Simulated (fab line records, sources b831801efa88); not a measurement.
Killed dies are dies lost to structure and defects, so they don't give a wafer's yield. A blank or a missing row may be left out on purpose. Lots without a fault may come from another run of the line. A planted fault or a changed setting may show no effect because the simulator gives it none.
A struck lot beside a sound one | flow sky130 | 17 steps out of a route of 708
Sound: wafers L112.3, L112.4, L112.6. Struck: wafer L117.4. (L117.2, L117.5 of the same lot were not struck and are left out.) The cause comes at the end.
At each step with rows: each side's tool, then ch and its chambers, then its first start. Under that, the readings that differ: sound wafers | struck wafers | difference of the means | sigmas: that difference in standard deviations of wafers without a fault.
alike: readings whose means differ by less than 2 such deviations, and words and numbers that are the same on both sides. not compared: withheld readings, readings that some wafer has no value for, bounds like >300 that may hide the same value, and numbers for which the record gives no deviation and whose values overlap.
The two part at a step that has a row with sigmas, a row that says differs or no value, or rows on one side only. Numbers that don't overlap but have no deviation are shown without sigmas and don't part them. A reading that every wafer of one side lacks parts them only if that side has two wafers or more.

SKY_METAL1_THK_MEAS_06: measures by xrf.
  sound on film_metro-04, day 34 14:47; struck on film_metro-04, day 36 12:07
  alike: METAL1_ALCU_THK
then, 8 steps without rows for these wafers: SKY_METAL1_DEHYDRATE_07 (time 60 s); SKY_METAL1_HMDS_08 (prime time 60 s); SKY_METAL1_COAT_09 (resist thk 60 nm); SKY_METAL1_COAT_10 (resist thk 450 nm); SKY_METAL1_SOFTBAKE_11 (time 90 s); SKY_METAL1_EXPOSE_12 (exposes mask MM1, target cd 140 nm); SKY_METAL1_PEB_13; SKY_METAL1_DEVELOP_14 (develop time 60 s).
SKY_METAL1_CD_MEAS_15: target cd 140 nm.
  sound on cd_sem-02, day 35 17:05; struck on cd_sem-01, day 37 14:46
  alike: cd_nm
SKY_METAL1_OVL_MEAS_16:
  sound on overlay-02, day 35 17:10; struck on overlay-02, day 37 14:52
  alike: METAL1_OVL
SKY_METAL1_DESCUM_17: chemistry O2, time 8 s.
  sound on rie_metal-04 ch 0,1, day 35 17:12; struck on rie_metal-04 ch 0, day 37 14:53
  alike: drypump_motor_current_A, oes_product_au, rf_fwd_power_W
  not compared: rf_hours_counter_h
SKY_METAL1_ETCH_18: etches BARC in N2/H2, stops on SiO2, time 45.9 s, target depth 60 nm.
  sound on rie_metal-04 ch 0,1, day 35 17:15; struck on rie_metal-04 ch 0, day 37 14:55
  reading                                       | sound             | struck | difference | sigmas
  oes_product_au (a.u.)                         | 0.846 0.857 0.854 | 0.724  | -0.128     | -26
  model.KrF-thick_of_METAL1_COAT_10.thk_nm (nm) | 394 393.7 394.7   | 412.7  | +18.6      |
  model.etch.depth_nm (nm)                      | 60.31 60.22 60.36 | 43.99  | -16.31     |
  model.METAL1.cd_nm (nm)                       | 143.2 140.5 143   | 143.7  | +1.5       |
  alike: drypump_motor_current_A, rf_fwd_power_W, throttle_valve_pct
  not compared: rf_hours_counter_h
SKY_METAL1_METAL_ETCH_19: etches the open film in Cl2/BCl3, stops on SiO2, target depth 360 nm, time 78 s.
  sound on rie_metal-04 ch 0,1, day 35 17:19; struck on rie_metal-04 ch 0, day 37 14:59
  reading                                       | sound                | struck | difference | sigmas
  throttle_valve_pct (%)                        | 22.262 22.280 22.265 | 22.238 | -0.031     | -3
  model.KrF-thick_of_METAL1_COAT_10.thk_nm (nm) | 159.2 160.1 158.3    | 176.7  | +17.5      |
  alike: drypump_motor_current_A, oes_product_au, rf_fwd_power_W
  not compared: rf_hours_counter_h
SKY_METAL1_STRIP_20: strips in O2/N2.
  sound on plasma_asher-01 ch 0,1, day 35 17:25; struck on plasma_asher-01 ch 0, day 37 15:05
  reading                      | sound          | struck | difference | sigmas
  strip_time_to_endpoint_s (s) | 2.70 2.71 2.70 | 2.89   | +0.19      | +4
  alike: drypump_motor_current_A, o2_flow_sccm, oes_product_au
  not compared: rf_hours_counter_h
then, 1 step without rows for these wafers: SKY_METAL1_STRIP_21 (strips in post etch residue remover, time 1200 s).
-- the record jumps here: 12 days lie between the struck wafers' starts before and after (it left off in module METAL1 and takes up again in module PAD_OPEN, whose first step shown is number 708 of the route) --
SKY_PAD_OPEN_PROBE_99:
  sound on prober-02, day 48 01:37; struck on prober-02, day 49 09:38
  reading                                    | sound             | struck | difference | sigmas
  killed_open                                | 53 48 54          | 36     | -16        | -2
  model.etest.tester.sort_n_pass             | 403 411 393       | 0      | -402       |
  model.etest.tester.sort_yield_pct (%)      | 81.91 83.54 79.88 | 0      | -82        |
  model.etest.tester.sort_bin_3_pct (%)      | 0.813 1.423 1.016 | 83.74  | +82.66     |
  model.etest.res_pwde_under_gate.short      | 0 0 0             | 1      | +1         |
  model.etest.tip_n_5v.short                 | 0 0 0             | 1      | +1         |
  model.etest.diode_pdiff_fingers.over_limit | 0 0 0             | 1      | +1         |
  model.etest.via4_chain.short               | 0 0 0             | 1      | +1         |
  model.etest.sram_nfet_pass.over_limit      | 0 0 0             | 1      | +1         |
  alike: defect_limited_yield, killed_at_M0_to_M3, killed_at_M4_up, killed_at_contacts, killed_at_front_end, killed_at_other, killed_dies, killed_short

WHERE THEY PART
First at SKY_METAL1_ETCH_18; last, within this record, at SKY_PAD_OPEN_PROBE_99.

WHY: what the simulator had put in
Process parameter drift: rie_metal-04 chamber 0, from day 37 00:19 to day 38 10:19, at SKY_METAL1_ETCH_18. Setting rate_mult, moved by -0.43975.
